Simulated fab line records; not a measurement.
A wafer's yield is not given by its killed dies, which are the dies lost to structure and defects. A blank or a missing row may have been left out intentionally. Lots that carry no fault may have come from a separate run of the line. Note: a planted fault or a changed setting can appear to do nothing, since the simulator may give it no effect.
fab line records :: flow sky130 :: part 2 of 2: steps 32 to 39 of 39
[record]
  lots = 5
  wafers = 15
  last-day = 50
route steps=708 shown LOCAL_INTERCONNECT@387 CONTACT@406
lots that met no fault: from a run of the same line without faults
start-h: start of the lot's first displayed wafer, in hours after the record's first day :: wait-h: how many hours have passed since the lot's step before this one :: " the same as in the row above :: L1.1+2: a row that stands for several wafers :: - value missing, or start not given :: * or withheld: withheld :: < > ~ a bound
route shown NAME@n: NAME is a module with steps in the file, n the number in the route of the first one :: usual: average and standard deviation across the fault-free wafers :: same: alike in all rows :: chamber/n: place in a boat :: sites: the reading at each site :: _std_site: how widely they spread, as a standard deviation :: _edge_site: mean of outer sites minus mean of inner sites :: radius-mm: for every site, how far away it sits from the centre of the wafer :: mask NAME#n: copy n :: behind: the last tool/chamber to shape the wafer :: hold: reason for holding the lot/hours on hold/outcome of the hold :: device: whichever transistor did not switch (one of n, p or np) :: end of line: the tests these same wafers got at the end of their route :: a step with no rows: only its recipe :: killed: the dies lost at the first sort to structure and to defects; this is not the yield of the wafer :: map: a wafer's dies, x killed, . not, _ none there
set.NAME: the setting as run; set.NAME@STEP: as run at that earlier step :: model.NAME: the simulator's own value behind a step, which no gauge read
a table for each step, a row for each wafer; lots at some steps of the route
services: a tool's chamber out of use, with start hour (start-h, from the record's first day; less than 0 if before it), hours out, and reason
[[steps]]
[step SKY_CONTACT_PEB_12]
[recipe]
  peb-temp-c = withheld
  peb-time-s = withheld
  resist = KrF-thick
lot.wafer: L077.2+4+5
tool: litho-track-03
chamber: 0
start-h: -
wait-h: -

lot.wafer: L080.3+5+6
tool: litho-track-03
chamber: 0
start-h: -
wait-h: -

lot.wafer: L081.2+3+6
tool: litho-track-02
chamber: 0
start-h: -
wait-h: -

lot.wafer: L092.2+3+4
tool: litho-track-02
chamber: 0
start-h: -
wait-h: -

lot.wafer: L094.1+2+4
tool: litho-track-03
chamber: 0
start-h: -
wait-h: -
[step SKY_CONTACT_DEVELOP_13]
[recipe]
  develop-time-s = 60
  resist = KrF-thick
  dev-temp-c = 21
lot.wafer: L077.2+4+5
tool: litho-track-03
chamber: 0
start-h: -
wait-h: -

lot.wafer: L080.3+5+6
tool: litho-track-03
chamber: 0
start-h: -
wait-h: -

lot.wafer: L081.2+3+6
tool: litho-track-02
chamber: 0
start-h: -
wait-h: -

lot.wafer: L092.2+3+4
tool: litho-track-02
chamber: 0
start-h: -
wait-h: -

lot.wafer: L094.1+2+4
tool: litho-track-03
chamber: 0
start-h: -
wait-h: -
[step SKY_CONTACT_CD_MEAS_14]
[recipe]
  target-cd-nm = 170
[usual]
  cd-nm = 170.3/1.6
lot.wafer: L077.2
tool: cd-sem-01
chamber: -
start-h: 777.50
wait-h: -
cd-nm: 168.5

lot.wafer: L077.4
tool: cd-sem-01
chamber: -
start-h: 777.50
wait-h: -
cd-nm: 169.2

lot.wafer: L077.5
tool: cd-sem-01
chamber: -
start-h: 777.50
wait-h: -
cd-nm: 169.4

lot.wafer: L080.3
tool: cd-sem-01
chamber: -
start-h: 784.67
wait-h: -
cd-nm: 172.9

lot.wafer: L080.5
tool: cd-sem-01
chamber: -
start-h: 784.67
wait-h: -
cd-nm: 172.7

lot.wafer: L080.6
tool: cd-sem-01
chamber: -
start-h: 784.67
wait-h: -
cd-nm: 174.1

lot.wafer: L081.2
tool: cd-sem-01
chamber: -
start-h: 790.56
wait-h: -
cd-nm: 169.8

lot.wafer: L081.3
tool: cd-sem-01
chamber: -
start-h: 790.56
wait-h: -
cd-nm: 170.9

lot.wafer: L081.6
tool: cd-sem-01
chamber: -
start-h: 790.56
wait-h: -
cd-nm: 170.8

lot.wafer: L092.2
tool: cd-sem-01
chamber: -
start-h: 880.41
wait-h: -
cd-nm: 170.9

lot.wafer: L092.3
tool: cd-sem-01
chamber: -
start-h: 880.41
wait-h: -
cd-nm: 172.4

lot.wafer: L092.4
tool: cd-sem-01
chamber: -
start-h: 880.41
wait-h: -
cd-nm: 171.5

lot.wafer: L094.1
tool: cd-sem-02
chamber: -
start-h: 894.33
wait-h: -
cd-nm: 171.8

lot.wafer: L094.2
tool: cd-sem-02
chamber: -
start-h: 894.33
wait-h: -
cd-nm: 172.1

lot.wafer: L094.4
tool: cd-sem-02
chamber: -
start-h: 894.33
wait-h: -
cd-nm: 170.4
[step SKY_CONTACT_OVL_MEAS_15]
[usual]
  CONTACT_OVL = -2/4.7
lot.wafer: L077.2
tool: overlay-01
chamber: -
start-h: 777.60
wait-h: 0.1
CONTACT_OVL[nm]: -4

lot.wafer: L077.4
tool: overlay-01
chamber: -
start-h: 777.60
wait-h: 0.1
CONTACT_OVL[nm]: -6

lot.wafer: L077.5
tool: overlay-01
chamber: -
start-h: 777.60
wait-h: 0.1
CONTACT_OVL[nm]: -10

lot.wafer: L080.3
tool: overlay-01
chamber: -
start-h: 784.76
wait-h: 0.1
CONTACT_OVL[nm]: -8

lot.wafer: L080.5
tool: overlay-01
chamber: -
start-h: 784.76
wait-h: 0.1
CONTACT_OVL[nm]: -7

lot.wafer: L080.6
tool: overlay-01
chamber: -
start-h: 784.76
wait-h: 0.1
CONTACT_OVL[nm]: -4

lot.wafer: L081.2
tool: overlay-01
chamber: -
start-h: 790.66
wait-h: 0.1
CONTACT_OVL[nm]: -3

lot.wafer: L081.3
tool: overlay-01
chamber: -
start-h: 790.66
wait-h: 0.1
CONTACT_OVL[nm]: -4

lot.wafer: L081.6
tool: overlay-01
chamber: -
start-h: 790.66
wait-h: 0.1
CONTACT_OVL[nm]: -1

lot.wafer: L092.2
tool: overlay-02
chamber: -
start-h: 880.51
wait-h: 0.1
CONTACT_OVL[nm]: -3

lot.wafer: L092.3
tool: overlay-02
chamber: -
start-h: 880.51
wait-h: 0.1
CONTACT_OVL[nm]: 1

lot.wafer: L092.4
tool: overlay-02
chamber: -
start-h: 880.51
wait-h: 0.1
CONTACT_OVL[nm]: -1

lot.wafer: L094.1
tool: overlay-02
chamber: -
start-h: 894.45
wait-h: 0.1
CONTACT_OVL[nm]: 6

lot.wafer: L094.2
tool: overlay-02
chamber: -
start-h: 894.45
wait-h: 0.1
CONTACT_OVL[nm]: 7

lot.wafer: L094.4
tool: overlay-02
chamber: -
start-h: 894.45
wait-h: 0.1
CONTACT_OVL[nm]: 4
[step SKY_CONTACT_ETCH_16]
[recipe]
  chemistry = N2/H2
  target = BARC
  ion-energy-ev = 200
  source-w = 500
  bias-w = 100
  pressure-mtorr = 30
  n2-flow-sccm = 100
  h2-flow-sccm = 200
  stop-on = SiO2
  time-s = 45.9
  target-depth-a = 600
[usual]
  bias-w = 99.99/0.26
  drypump-motor-current-A = 5.6/0.34
  oes-product-au = 0.855/0.0049
  throttle-valve-pct = 13.225/0.0085
lot.wafer: L077.2
tool: rie-diel-03
chamber: 1
start-h: 777.63
wait-h: 0.0
bias-w: 99.99
drypump-motor-current-A: 5.6
oes-product-au: 0.856
rf-hours-counter-h: 20
throttle-valve-pct: 13.220

lot.wafer: L077.4
tool: rie-diel-03
chamber: 3
start-h: 777.63
wait-h: 0.0
bias-w: 99.70
drypump-motor-current-A: 5.9
oes-product-au: 0.849
rf-hours-counter-h: 13
throttle-valve-pct: 13.231

lot.wafer: L077.5
tool: rie-diel-03
chamber: 0
start-h: 777.63
wait-h: 0.0
bias-w: 100.13
drypump-motor-current-A: 5.8
oes-product-au: 0.864
rf-hours-counter-h: -
throttle-valve-pct: 13.238

lot.wafer: L080.3
tool: rie-diel-02
chamber: 2
start-h: 784.78
wait-h: 0.0
bias-w: 99.79
drypump-motor-current-A: 5.7
oes-product-au: 0.853
rf-hours-counter-h: 14
throttle-valve-pct: 13.209

lot.wafer: L080.5
tool: rie-diel-02
chamber: 2
start-h: 784.78
wait-h: 0.0
bias-w: 99.89
drypump-motor-current-A: 5.7
oes-product-au: 0.855
rf-hours-counter-h: -
throttle-valve-pct: 13.227

lot.wafer: L080.6
tool: rie-diel-02
chamber: 1
start-h: 784.78
wait-h: 0.0
bias-w: 100.23
drypump-motor-current-A: 4.9
oes-product-au: 0.848
rf-hours-counter-h: -
throttle-valve-pct: 13.232

lot.wafer: L081.2
tool: rie-diel-02
chamber: 1
start-h: 790.69
wait-h: 0.0
bias-w: 99.67
drypump-motor-current-A: 5.0
oes-product-au: 0.850
rf-hours-counter-h: 9
throttle-valve-pct: 13.225

lot.wafer: L081.3
tool: rie-diel-02
chamber: 0
start-h: 790.69
wait-h: 0.0
bias-w: 99.88
drypump-motor-current-A: 5.8
oes-product-au: 0.858
rf-hours-counter-h: 3
throttle-valve-pct: 13.229

lot.wafer: L081.6
tool: rie-diel-02
chamber: 2
start-h: 790.69
wait-h: 0.0
bias-w: 99.87
drypump-motor-current-A: 5.7
oes-product-au: 0.854
rf-hours-counter-h: -
throttle-valve-pct: 13.219

lot.wafer: L092.2
tool: rie-diel-02
chamber: 3
start-h: 880.54
wait-h: 0.0
bias-w: 99.46
drypump-motor-current-A: 5.6
oes-product-au: 0.849
rf-hours-counter-h: 14
throttle-valve-pct: 13.203

lot.wafer: L092.3
tool: rie-diel-02
chamber: 1
start-h: 880.54
wait-h: 0.0
bias-w: 99.90
drypump-motor-current-A: 4.9
oes-product-au: 0.853
rf-hours-counter-h: 13
throttle-valve-pct: 13.230

lot.wafer: L092.4
tool: rie-diel-02
chamber: 0
start-h: 880.54
wait-h: 0.0
bias-w: 99.76
drypump-motor-current-A: 5.8
oes-product-au: 0.862
rf-hours-counter-h: -
throttle-valve-pct: 13.213

lot.wafer: L094.1
tool: rie-diel-02
chamber: 3
start-h: 894.48
wait-h: 0.0
bias-w: 100.04
drypump-motor-current-A: 5.6
oes-product-au: 0.862
rf-hours-counter-h: 15
throttle-valve-pct: 13.238

lot.wafer: L094.2
tool: rie-diel-02
chamber: 1
start-h: 894.48
wait-h: 0.0
bias-w: 99.74
drypump-motor-current-A: 5.0
oes-product-au: 0.857
rf-hours-counter-h: 13
throttle-valve-pct: 13.220

lot.wafer: L094.4
tool: rie-diel-02
chamber: 1
start-h: 894.48
wait-h: 0.0
bias-w: 100.11
drypump-motor-current-A: 5.0
oes-product-au: 0.863
rf-hours-counter-h: -
throttle-valve-pct: 13.222
[step SKY_CONTACT_ETCH_17]
[recipe]
  target = SiO2
  chemistry = C4F8/O2/Ar
  stop-on = Si3N4
  mask-material = KrF-thick
  source-w = 1500
  bias-w = 1200
  pressure-mtorr = 40
  c4f8-flow-sccm = withheld
  O2_flow_sccm = 6
  Ar_flow_sccm = 300
  time-s = withheld
  target-depth-a = 3400
[usual]
  bias-w = 1200/3.8
  oes-product-au = 0.892/0.0047
lot.wafer: L077.2
tool: rie-diel-03
chamber: 1
start-h: 777.67
wait-h: 0.0
bias-w: 1205
oes-product-au: 0.891

lot.wafer: L077.4
tool: rie-diel-03
chamber: 3
start-h: 777.67
wait-h: 0.0
bias-w: 1202
oes-product-au: 0.889

lot.wafer: L077.5
tool: rie-diel-03
chamber: 0
start-h: 777.67
wait-h: 0.0
bias-w: 1202
oes-product-au: 0.890

lot.wafer: L080.3
tool: rie-diel-02
chamber: 2
start-h: 784.82
wait-h: 0.0
bias-w: 1199
oes-product-au: 0.891

lot.wafer: L080.5
tool: rie-diel-02
chamber: 2
start-h: 784.82
wait-h: 0.0
bias-w: 1197
oes-product-au: 0.895

lot.wafer: L080.6
tool: rie-diel-02
chamber: 1
start-h: 784.82
wait-h: 0.0
bias-w: 1202
oes-product-au: 0.887

lot.wafer: L081.2
tool: rie-diel-02
chamber: 1
start-h: 790.74
wait-h: 0.0
bias-w: 1200
oes-product-au: 0.890

lot.wafer: L081.3
tool: rie-diel-02
chamber: 0
start-h: 790.74
wait-h: 0.0
bias-w: 1205
oes-product-au: 0.889

lot.wafer: L081.6
tool: rie-diel-02
chamber: 2
start-h: 790.74
wait-h: 0.0
bias-w: 1203
oes-product-au: 0.897

lot.wafer: L092.2
tool: rie-diel-02
chamber: 3
start-h: 880.59
wait-h: 0.0
bias-w: 1198
oes-product-au: 0.894

lot.wafer: L092.3
tool: rie-diel-02
chamber: 1
start-h: 880.59
wait-h: 0.0
bias-w: 1196
oes-product-au: 0.890

lot.wafer: L092.4
tool: rie-diel-02
chamber: 0
start-h: 880.59
wait-h: 0.0
bias-w: 1200
oes-product-au: 0.887

lot.wafer: L094.1
tool: rie-diel-02
chamber: 3
start-h: 894.53
wait-h: 0.0
bias-w: 1204
oes-product-au: 0.895

lot.wafer: L094.2
tool: rie-diel-02
chamber: 1
start-h: 894.53
wait-h: 0.0
bias-w: 1205
oes-product-au: 0.896

lot.wafer: L094.4
tool: rie-diel-02
chamber: 1
start-h: 894.53
wait-h: 0.0
bias-w: 1201
oes-product-au: 0.896
[step SKY_CONTACT_ETCH_18]
[recipe]
  target = Si3N4
  chemistry = CHF3/O2
  stop-on = TiN
  source-w = 600
  bias-w = 200
  pressure-mtorr = 40
  chf3-flow-sccm = 50
  O2_flow_sccm = 5
  time-s = 39
  target-depth-a = 750
[usual]
  bias-w = 200.0/0.59
  drypump-motor-current-A = 5.6/0.34
  oes-product-au = 0.854/0.008
  throttle-valve-pct = 8.794/0.0093
lot.wafer: L077.2
tool: rie-diel-03
chamber: 1
start-h: -
wait-h: -
bias-w: 199.6
drypump-motor-current-A: 5.6
oes-product-au: 0.840
rf-hours-counter-h: 20
throttle-valve-pct: 8.783

lot.wafer: L077.4
tool: rie-diel-03
chamber: 3
start-h: -
wait-h: -
bias-w: 200.5
drypump-motor-current-A: 5.9
oes-product-au: 0.864
rf-hours-counter-h: 13
throttle-valve-pct: 8.791

lot.wafer: L077.5
tool: rie-diel-03
chamber: 0
start-h: -
wait-h: -
bias-w: 199.5
drypump-motor-current-A: 5.8
oes-product-au: 0.849
rf-hours-counter-h: -
throttle-valve-pct: 8.771

lot.wafer: L080.3
tool: rie-diel-02
chamber: 2
start-h: -
wait-h: -
bias-w: 201.1
drypump-motor-current-A: 5.7
oes-product-au: 0.850
rf-hours-counter-h: 14
throttle-valve-pct: 8.779

lot.wafer: L080.5
tool: rie-diel-02
chamber: 2
start-h: -
wait-h: -
bias-w: 200.3
drypump-motor-current-A: 5.7
oes-product-au: 0.862
rf-hours-counter-h: -
throttle-valve-pct: 8.809

lot.wafer: L080.6
tool: rie-diel-02
chamber: 1
start-h: -
wait-h: -
bias-w: 201.6
drypump-motor-current-A: 4.9
oes-product-au: 0.859
rf-hours-counter-h: -
throttle-valve-pct: 8.800

lot.wafer: L081.2
tool: rie-diel-02
chamber: 1
start-h: -
wait-h: -
bias-w: 199.6
drypump-motor-current-A: 5.0
oes-product-au: 0.853
rf-hours-counter-h: 9
throttle-valve-pct: 8.767

lot.wafer: L081.3
tool: rie-diel-02
chamber: 0
start-h: -
wait-h: -
bias-w: 200.3
drypump-motor-current-A: 5.8
oes-product-au: 0.854
rf-hours-counter-h: 3
throttle-valve-pct: 8.793

lot.wafer: L081.6
tool: rie-diel-02
chamber: 2
start-h: -
wait-h: -
bias-w: 199.3
drypump-motor-current-A: 5.7
oes-product-au: 0.859
rf-hours-counter-h: -
throttle-valve-pct: 8.793

lot.wafer: L092.2
tool: rie-diel-02
chamber: 3
start-h: -
wait-h: -
bias-w: 200.2
drypump-motor-current-A: 5.6
oes-product-au: 0.849
rf-hours-counter-h: 14
throttle-valve-pct: 8.777

lot.wafer: L092.3
tool: rie-diel-02
chamber: 1
start-h: -
wait-h: -
bias-w: 200.1
drypump-motor-current-A: 4.9
oes-product-au: 0.851
rf-hours-counter-h: 13
throttle-valve-pct: 8.772

lot.wafer: L092.4
tool: rie-diel-02
chamber: 0
start-h: -
wait-h: -
bias-w: 199.3
drypump-motor-current-A: 5.7
oes-product-au: 0.852
rf-hours-counter-h: -
throttle-valve-pct: 8.802

lot.wafer: L094.1
tool: rie-diel-02
chamber: 3
start-h: -
wait-h: -
bias-w: 199.7
drypump-motor-current-A: 5.6
oes-product-au: 0.852
rf-hours-counter-h: 15
throttle-valve-pct: 8.798

lot.wafer: L094.2
tool: rie-diel-02
chamber: 1
start-h: -
wait-h: -
bias-w: 200.4
drypump-motor-current-A: 4.9
oes-product-au: 0.856
rf-hours-counter-h: 13
throttle-valve-pct: 8.777

lot.wafer: L094.4
tool: rie-diel-02
chamber: 1
start-h: -
wait-h: -
bias-w: 199.8
drypump-motor-current-A: 4.9
oes-product-au: 0.859
rf-hours-counter-h: -
throttle-valve-pct: 8.795
[step SKY_CONTACT_STRIP_19]
[recipe]
  chemistry = O2/N2
  power-w = 1400
  pressure-mtorr = 1500
  platen-temp-c = withheld
  o2-flow-sccm = 3000
  n2-flow-sccm = 300
  overash-fraction = 0.5
[usual]
  drypump-motor-current-A = 5.8/0.64
  oes-product-au = 0.381/0.0046
  strip-time-to-endpoint-s = 3.633/0.029
[same]
  overash-fraction = 0.5
lot.wafer: L077.2
tool: plasma-asher-02
chamber: 1
start-h: 777.76
wait-h: -
drypump-motor-current-A: 5.1
oes-product-au: 0.386
rf-hours-counter-h: 35
strip-time-to-endpoint-s: 3.607

lot.wafer: L077.4
tool: plasma-asher-02
chamber: 1
start-h: 777.76
wait-h: -
drypump-motor-current-A: 5.2
oes-product-au: 0.383
rf-hours-counter-h: -
strip-time-to-endpoint-s: 3.593

lot.wafer: L077.5
tool: plasma-asher-02
chamber: 1
start-h: 777.76
wait-h: -
drypump-motor-current-A: 5.1
oes-product-au: 0.385
rf-hours-counter-h: -
strip-time-to-endpoint-s: 3.608

lot.wafer: L080.3
tool: plasma-asher-03
chamber: 1
start-h: 784.95
wait-h: -
drypump-motor-current-A: 6.5
oes-product-au: 0.381
rf-hours-counter-h: -
strip-time-to-endpoint-s: 3.562

lot.wafer: L080.5
tool: plasma-asher-03
chamber: 1
start-h: 784.95
wait-h: -
drypump-motor-current-A: 6.6
oes-product-au: 0.375
rf-hours-counter-h: -
strip-time-to-endpoint-s: 3.555

lot.wafer: L080.6
tool: plasma-asher-03
chamber: 0
start-h: 784.95
wait-h: -
drypump-motor-current-A: 5.2
oes-product-au: 0.380
rf-hours-counter-h: -
strip-time-to-endpoint-s: 3.606

lot.wafer: L081.2
tool: plasma-asher-02
chamber: 1
start-h: 790.83
wait-h: -
drypump-motor-current-A: 5.1
oes-product-au: 0.380
rf-hours-counter-h: 36
strip-time-to-endpoint-s: 3.678

lot.wafer: L081.3
tool: plasma-asher-02
chamber: 1
start-h: 790.83
wait-h: -
drypump-motor-current-A: 5.1
oes-product-au: 0.376
rf-hours-counter-h: -
strip-time-to-endpoint-s: 3.616

lot.wafer: L081.6
tool: plasma-asher-02
chamber: 0
start-h: 790.83
wait-h: -
drypump-motor-current-A: 6.0
oes-product-au: 0.377
rf-hours-counter-h: -
strip-time-to-endpoint-s: 3.606

lot.wafer: L092.2
tool: plasma-asher-03
chamber: 1
start-h: 880.68
wait-h: -
drypump-motor-current-A: 6.5
oes-product-au: 0.377
rf-hours-counter-h: 74
strip-time-to-endpoint-s: 3.647

lot.wafer: L092.3
tool: plasma-asher-03
chamber: 1
start-h: 880.68
wait-h: -
drypump-motor-current-A: 6.5
oes-product-au: 0.385
rf-hours-counter-h: -
strip-time-to-endpoint-s: 3.658

lot.wafer: L092.4
tool: plasma-asher-03
chamber: 0
start-h: 880.68
wait-h: -
drypump-motor-current-A: 5.2
oes-product-au: 0.386
rf-hours-counter-h: -
strip-time-to-endpoint-s: 3.644

lot.wafer: L094.1
tool: plasma-asher-03
chamber: 0
start-h: 894.62
wait-h: -
drypump-motor-current-A: 5.2
oes-product-au: 0.385
rf-hours-counter-h: 76
strip-time-to-endpoint-s: 3.642

lot.wafer: L094.2
tool: plasma-asher-03
chamber: 1
start-h: 894.62
wait-h: -
drypump-motor-current-A: 6.6
oes-product-au: 0.380
rf-hours-counter-h: 76
strip-time-to-endpoint-s: 3.705

lot.wafer: L094.4
tool: plasma-asher-03
chamber: 1
start-h: 894.62
wait-h: -
drypump-motor-current-A: 6.6
oes-product-au: 0.377
rf-hours-counter-h: -
strip-time-to-endpoint-s: 3.666
[[services]]
tool: krf-scanner-02
chamber: -
start-h: 703.25
hours: 0.8
kind: pm

tool: rie-diel-02
chamber: 0
start-h: 716.25
hours: 9.9
kind: repair

tool: wet-bench-04
chamber: -
start-h: 721.63
hours: 2.2
kind: repair

tool: krf-scanner-01
chamber: -
start-h: 758.36
hours: 0.8
kind: pm

tool: krf-scanner-01
chamber: -
start-h: 763.96
hours: 0.5
kind: repair

tool: rie-metal-03
chamber: 1
start-h: 778.97
hours: 1.2
kind: repair

tool: rie-diel-02
chamber: -
start-h: 799.46
hours: 1.2
kind: repair

tool: krf-scanner-01
chamber: -
start-h: 803.68
hours: 3.1
kind: repair

tool: hdpcvd-02
chamber: 0
start-h: 810.66
hours: 4.4
kind: repair

tool: krf-scanner-02
chamber: -
start-h: 814.82
hours: 1.3
kind: pm

tool: krf-scanner-01
chamber: -
start-h: 816.79
hours: 1.0
kind: pm

tool: krf-scanner-02
chamber: -
start-h: 816.83
hours: 1.0
kind: repair

tool: hdpcvd-02
chamber: -
start-h: 829.89
hours: 6.0
kind: pm

tool: krf-scanner-02
chamber: -
start-h: 836.40
hours: 4.0
kind: pm

tool: rie-diel-02
chamber: 2
start-h: 838.16
hours: 132.0
kind: repair

tool: hdpcvd-02
chamber: -
start-h: 841.77
hours: 0.6
kind: repair

tool: krf-scanner-02
chamber: -
start-h: 844.82
hours: 1.0
kind: pm

tool: wet-bench-03
chamber: -
start-h: 846.15
hours: 1.4
kind: repair

tool: pvd-sputter-04
chamber: -
start-h: 849.94
hours: 0.6
kind: repair

tool: rie-diel-02
chamber: 0
start-h: 858.69
hours: 7.3
kind: repair

tool: krf-scanner-02
chamber: -
start-h: 861.90
hours: 4.4
kind: pm

tool: rie-metal-03
chamber: 0
start-h: 871.79
hours: 5.1
kind: repair

tool: wet-bench-01
chamber: -
start-h: 874.46
hours: 3.3
kind: repair

tool: hdpcvd-02
chamber: 1
start-h: 885.35
hours: 4.3
kind: repair
